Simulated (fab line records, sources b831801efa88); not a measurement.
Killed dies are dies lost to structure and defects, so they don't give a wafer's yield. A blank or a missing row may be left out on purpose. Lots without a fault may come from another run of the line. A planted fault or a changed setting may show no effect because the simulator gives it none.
Which tool did it? | flow gf180mcu | 6 lots, 18 wafers sampled, at 2 steps of a route of 602

WHAT THE GAUGES READ, wafer by wafer
GF_V2_THK_MEAS_03.
lot  | measured     | on            | V2_CVD_02_THK (nm)
L171 | day 21 00:27 | film_metro-04 | 840 846 863
L175 | day 22 07:53 | film_metro-04 | 844 838 854
L177 | day 23 02:51 | film_metro-04 | 863 873 859
L185 | day 25 15:39 | film_metro-03 | 1361 1383 1408
L188 | day 26 14:56 | film_metro-01 | 851 858 859
L190 | day 27 05:03 | film_metro-03 | 860 869 867

WHICH TOOL RAN EACH LOT (tool, then ch and the chambers of the sampled wafers, then the start)
lot  | GF_V2_CVD_02
L171 | pecvd-01 ch 0,2, day 21 00:22
L175 | pecvd-04 ch 1,2, day 22 07:49
L177 | pecvd-01 ch 0,1,2, day 23 02:47
L185 | pecvd-04 ch 0,1, day 25 15:35
L188 | pecvd-01 ch 0,2, day 26 14:51
L190 | pecvd-01 ch 0,2, day 27 04:58
- GF_V2_CVD_02: deposits SiO2 from TEOS, target thk 850 nm, time 94.851 s.

THE ANSWER, worked out from the rows above alone
Rule: what is usual is taken from the lots themselves. Put in order of their means at a reading, lots are off if they are a third of the lots or fewer, leave a main group of 4 or more, and stand apart from it by a gap of 3 or more times the standard deviation of the main group's means; of several such gaps the widest counts. A main group whose means are all the same, to the digits that the tables above print for the reading, isn't used. A lot without any number at a reading at which 4 lots or more have one is off too. The other lots that the step has rows for count as sound.
Off: L185, at GF_V2_THK_MEAS_03 (V2_CVD_02_THK). The main group: mean 856 nm, standard deviation 8.
A tool fits if, at a process step before that reading, it ran every lot that is off, and no sound lot after the first of them. The gauges at GF_V2_THK_MEAS_03 are tried like those tools. One fits: pecvd-04 at GF_V2_CVD_02. Its last sound lot is L175 (day 22 07:49), its first lot that is off L185 (day 25 15:35): a fault that began between those two fits.

WHAT THE SIMULATOR HAD PUT IN
Process parameter drift: pecvd-04, from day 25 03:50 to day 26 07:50, at GF_V2_CVD_02. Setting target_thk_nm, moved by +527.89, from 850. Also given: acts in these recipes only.
Lots struck among those shown: L185. The rule above found the same.
